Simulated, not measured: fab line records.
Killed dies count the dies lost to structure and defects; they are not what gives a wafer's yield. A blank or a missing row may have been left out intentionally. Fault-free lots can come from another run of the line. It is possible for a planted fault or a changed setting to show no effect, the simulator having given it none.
Which of the tools did it? :: flow sky130 :: 11 lots, 33 wafers sampled, at 5 steps of a route of 708

## WHAT THE GAUGES SHOWED, per wafer
SKY_SONOS_ONO_THK_MEAS_05.
lot: L550
measured: day 11 23:50
on: filmMetro-01
SONOS_ONO_CVD_04_THK (nm): 5.60 5.59 5.48

lot: L553
measured: day 13 19:53
on: filmMetro-04
SONOS_ONO_CVD_04_THK (nm): 5.68 5.66 5.74

lot: L558
measured: day 14 15:24
on: filmMetro-03
SONOS_ONO_CVD_04_THK (nm): 5.87 5.97 5.88

lot: L562
measured: day 16 02:08
on: filmMetro-01
SONOS_ONO_CVD_04_THK (nm): 5.63 5.66 5.57

lot: L563
measured: day 16 03:23
on: filmMetro-04
SONOS_ONO_CVD_04_THK (nm): 5.71 5.77 5.86

lot: L564
measured: day 16 16:50
on: filmMetro-04
SONOS_ONO_CVD_04_THK (nm): 5.81 5.71 5.76

lot: L568
measured: day 17 20:39
on: filmMetro-04
SONOS_ONO_CVD_04_THK (nm): 5.79 5.90 5.84

lot: L569
measured: day 18 05:10
on: filmMetro-03
SONOS_ONO_CVD_04_THK (nm): 5.71 5.75 5.78

lot: L570
measured: day 18 10:07
on: filmMetro-01
SONOS_ONO_CVD_04_THK (nm): 5.68 5.73 5.76

lot: L571
measured: day 18 19:56
on: filmMetro-04
SONOS_ONO_CVD_04_THK (nm): 5.78 5.84 5.77

lot: L572
measured: day 19 09:18
on: filmMetro-04
SONOS_ONO_CVD_04_THK (nm): 5.88 5.91 5.73

SKY_RES_PROTECT_TW_MEAS_08.
lot: L550
measured: day 15 08:43
on: filmMetro-04
POLY_GATE_TW: 3986 3960 3987

lot: L553
measured: day 17 14:46
on: filmMetro-02
POLY_GATE_TW: 4035 4001 3998

lot: L558
measured: day 18 10:22
on: filmMetro-04
POLY_GATE_TW: 3969 3974 3983

lot: L562
measured: day 20 01:54
on: filmMetro-02
POLY_GATE_TW: 3496 3491 3506 3496 3499 3478

lot: L563
measured: day 20 04:28
on: filmMetro-04
POLY_GATE_TW: 3484 3502 3485 3489 3506 3480

lot: L564
measured: day 20 17:33
on: filmMetro-02
POLY_GATE_TW: 4033 3989 4029

lot: L568
measured: day 21 23:43
on: filmMetro-02
POLY_GATE_TW: 4026 4027 4008

lot: L569
measured: day 22 07:55
on: filmMetro-04
POLY_GATE_TW: 3972 3969 3977

lot: L570
measured: day 22 13:50
on: filmMetro-02
POLY_GATE_TW: 4018 4025 4024

lot: L571
measured: day 22 21:15
on: filmMetro-01
POLY_GATE_TW: 4033 4062 4051

lot: L572
measured: day 23 09:33
on: filmMetro-04
POLY_GATE_TW: 3990 4008 4006

SKY_VIA1_THK_MEAS_23: measures by xrf.
lot: L550
measured: day 34 04:40
on: filmMetro-03
VIA1_W_THK (nm): 268 265 262

lot: L553
measured: day 36 06:19
on: filmMetro-02
VIA1_W_THK (nm): 267 264 264

lot: L558
measured: day 37 00:19
on: filmMetro-02
VIA1_W_THK (nm): 264 265 264

lot: L562
measured: day 38 10:07
on: filmMetro-01
VIA1_W_THK (nm): 269 274 271

lot: L563
measured: day 38 14:35
on: filmMetro-01
VIA1_W_THK (nm): 272 273 272

lot: L564
measured: day 38 19:13
on: filmMetro-02
VIA1_W_THK (nm): 268 268 266

lot: L568
measured: day 40 09:11
on: filmMetro-01
VIA1_W_THK (nm): 272 269 273

lot: L569
measured: day 40 08:17
on: filmMetro-03
VIA1_W_THK (nm): 264 265 262

lot: L570
measured: day 40 12:02
on: filmMetro-02
VIA1_W_THK (nm): 265 266 264

lot: L571
measured: day 40 17:13
on: filmMetro-02
VIA1_W_THK (nm): 266 261 265

lot: L572
measured: day 41 00:07
on: filmMetro-01
VIA1_W_THK (nm): 269 267 268

## WHICH TOOL RAN EACH LOT (tool, then ch and the chambers of the sampled wafers, then the start)
lot: L550
SKY_POLY_GATE_IMPLANT_02: implanter-02 ch 0, day 15 08:29
SKY_RES_PROTECT_STRIP_07: plasmaAsher-01 ch 0,1, day 15 08:36

lot: L553
SKY_POLY_GATE_IMPLANT_02: implanter-04 ch 0, day 17 14:32
SKY_RES_PROTECT_STRIP_07: plasmaAsher-01 ch 0, day 17 14:40

lot: L558
SKY_POLY_GATE_IMPLANT_02: implanter-04 ch 0, day 18 10:08
SKY_RES_PROTECT_STRIP_07: plasmaAsher-03 ch 0,1, day 18 10:15

lot: L562
SKY_POLY_GATE_IMPLANT_02: implanter-04 ch 0, day 20 01:39
SKY_RES_PROTECT_STRIP_07: plasmaAsher-03 ch 0,1, day 20 01:48

lot: L563
SKY_POLY_GATE_IMPLANT_02: implanter-04 ch 0, day 20 04:14
SKY_RES_PROTECT_STRIP_07: plasmaAsher-01 ch 0,1, day 20 04:22

lot: L564
SKY_POLY_GATE_IMPLANT_02: implanter-01 ch 0, day 20 17:18
SKY_RES_PROTECT_STRIP_07: plasmaAsher-01 ch 0,1, day 20 17:27

lot: L568
SKY_POLY_GATE_IMPLANT_02: implanter-02 ch 0, day 21 23:28
SKY_RES_PROTECT_STRIP_07: plasmaAsher-03 ch 0,1, day 21 23:37

lot: L569
SKY_POLY_GATE_IMPLANT_02: implanter-01 ch 0, day 22 07:40
SKY_RES_PROTECT_STRIP_07: plasmaAsher-04 ch 0,1, day 22 07:49

lot: L570
SKY_POLY_GATE_IMPLANT_02: implanter-02 ch 0, day 22 13:37
SKY_RES_PROTECT_STRIP_07: plasmaAsher-03 ch 0,1, day 22 13:46

lot: L571
SKY_POLY_GATE_IMPLANT_02: implanter-01 ch 0, day 22 21:00
SKY_RES_PROTECT_STRIP_07: plasmaAsher-03 ch 0,1, day 22 21:09

lot: L572
SKY_POLY_GATE_IMPLANT_02: implanter-04 ch 0, day 23 09:18
SKY_RES_PROTECT_STRIP_07: plasmaAsher-04 ch 0,1, day 23 09:27
- SKY_POLY_GATE_IMPLANT_02
- SKY_RES_PROTECT_STRIP_07: strips in O2/N2.

## AS READ BY THE TOOLS THEMSELVES (means over the sampled wafers that have a number; for cases with no such wafer, the mark the record gives instead)
SKY_POLY_GATE_IMPLANT_02.
lot: L550
tool: implanter-02
beamOnS (s): 39.5
doseIonsCm2: 7.695e+15
endStationPressureTorr (Torr): 1.00e-05
faradayCurrentUA: 10778

lot: L553
tool: implanter-04
beamOnS (s): 34.0
doseIonsCm2: 7.697e+15
endStationPressureTorr (Torr): 1.15e-05
faradayCurrentUA: 12418

lot: L558
tool: implanter-04
beamOnS (s): 33.5
doseIonsCm2: 7.694e+15
endStationPressureTorr (Torr): 1.07e-05
faradayCurrentUA: 12651

lot: L562
tool: implanter-04
beamOnS (s): 10.0
doseIonsCm2: 2.080e+15
endStationPressureTorr (Torr): 1.51e-05
faradayCurrentUA: 11417

lot: L563
tool: implanter-04
beamOnS (s): 10.2
doseIonsCm2: 2.086e+15
endStationPressureTorr (Torr): 1.43e-05
faradayCurrentUA: 11238

lot: L564
tool: implanter-01
beamOnS (s): 37.9
doseIonsCm2: 7.699e+15
endStationPressureTorr (Torr): 9.87e-06
faradayCurrentUA: 11208

lot: L568
tool: implanter-02
beamOnS (s): 40.4
doseIonsCm2: 7.696e+15
endStationPressureTorr (Torr): 9.73e-06
faradayCurrentUA: 10523

lot: L569
tool: implanter-01
beamOnS (s): 36.5
doseIonsCm2: 7.703e+15
endStationPressureTorr (Torr): 1.01e-05
faradayCurrentUA: 11615

lot: L570
tool: implanter-02
beamOnS (s): 39.1
doseIonsCm2: 7.702e+15
endStationPressureTorr (Torr): 9.83e-06
faradayCurrentUA: 10885

lot: L571
tool: implanter-01
beamOnS (s): 37.3
doseIonsCm2: 7.706e+15
endStationPressureTorr (Torr): 1.04e-05
faradayCurrentUA: 11412

lot: L572
tool: implanter-04
beamOnS (s): 32.7
doseIonsCm2: 7.700e+15
endStationPressureTorr (Torr): 1.14e-05
faradayCurrentUA: 12940

SKY_RES_PROTECT_STRIP_07.
lot: L550
tool: plasmaAsher-01
chamberPressureMTorr (mTorr): 1499.2
drypumpMotorCurrentA (A): 6.3
oesProductAu (a.u.): 0.519
stripTimeToEndpointS (s): 23.34

lot: L553
tool: plasmaAsher-01
chamberPressureMTorr (mTorr): 1500.7
drypumpMotorCurrentA (A): 6.5
oesProductAu (a.u.): 0.518
stripTimeToEndpointS (s): 23.32

lot: L558
tool: plasmaAsher-03
chamberPressureMTorr (mTorr): 1499.6
drypumpMotorCurrentA (A): 5.6
oesProductAu (a.u.): 0.515
stripTimeToEndpointS (s): 23.29

lot: L562
tool: plasmaAsher-03
chamberPressureMTorr (mTorr): 1499.6
drypumpMotorCurrentA (A): 5.2
oesProductAu (a.u.): 0.595
stripTimeToEndpointS (s): 18.33

lot: L563
tool: plasmaAsher-01
chamberPressureMTorr (mTorr): 1499.3
drypumpMotorCurrentA (A): 6.3
oesProductAu (a.u.): 0.598
stripTimeToEndpointS (s): 18.36

lot: L564
tool: plasmaAsher-01
chamberPressureMTorr (mTorr): 1501.0
drypumpMotorCurrentA (A): 6.3
oesProductAu (a.u.): 0.519
stripTimeToEndpointS (s): 23.31

lot: L568
tool: plasmaAsher-03
chamberPressureMTorr (mTorr): 1500.5
drypumpMotorCurrentA (A): 5.2
oesProductAu (a.u.): 0.517
stripTimeToEndpointS (s): 23.30

lot: L569
tool: plasmaAsher-04
chamberPressureMTorr (mTorr): 1501.1
drypumpMotorCurrentA (A): 5.3
oesProductAu (a.u.): 0.519
stripTimeToEndpointS (s): 23.23

lot: L570
tool: plasmaAsher-03
chamberPressureMTorr (mTorr): 1501.7
drypumpMotorCurrentA (A): 5.6
oesProductAu (a.u.): 0.516
stripTimeToEndpointS (s): 23.24

lot: L571
tool: plasmaAsher-03
chamberPressureMTorr (mTorr): 1499.5
drypumpMotorCurrentA (A): 5.6
oesProductAu (a.u.): 0.515
stripTimeToEndpointS (s): 23.27

lot: L572
tool: plasmaAsher-04
chamberPressureMTorr (mTorr): 1501.1
drypumpMotorCurrentA (A): 5.6
oesProductAu (a.u.): 0.515
stripTimeToEndpointS (s): 23.30

## THE ANSWER, worked out from the rows above alone
Rule: what is usual is taken from the lots themselves. The widest of any qualifying gaps counts: lots, ordered by their means at a reading, are off when they make up no more than a third of the lots, leave a main group of 4 or more, and stand apart from it by 3 or more times the standard deviation of that group's means. Not used: any main group whose means are identical at the precision the tables above print for the reading. A lot without any number at a reading at which 4 lots or more have one is off too. Where the step has rows for the other lots, those lots are counted as sound. After the gauges, taken in route order, come the tools' own readings; for these a lot's mean is taken, as printed above. The first step at which some lot is off is used, and at that step the reading that is off furthest; a lot without a number counts as furthest.
Off: L562, L563, at SKY_RES_PROTECT_TW_MEAS_08 (POLY_GATE_TW). The main group: mean 4005, standard deviation 24.
A tool fits if, at a process step before that reading, it ran every lot that is off, and no sound lot after the first of them. The gauges at SKY_RES_PROTECT_TW_MEAS_08 aren't tried: what is off there is off at SKY_POLY_GATE_IMPLANT_02 too, on other tools, and a gauge's error can't cause that. Not one of the candidates tried fits.

## WHAT THE SIMULATOR PUT IN
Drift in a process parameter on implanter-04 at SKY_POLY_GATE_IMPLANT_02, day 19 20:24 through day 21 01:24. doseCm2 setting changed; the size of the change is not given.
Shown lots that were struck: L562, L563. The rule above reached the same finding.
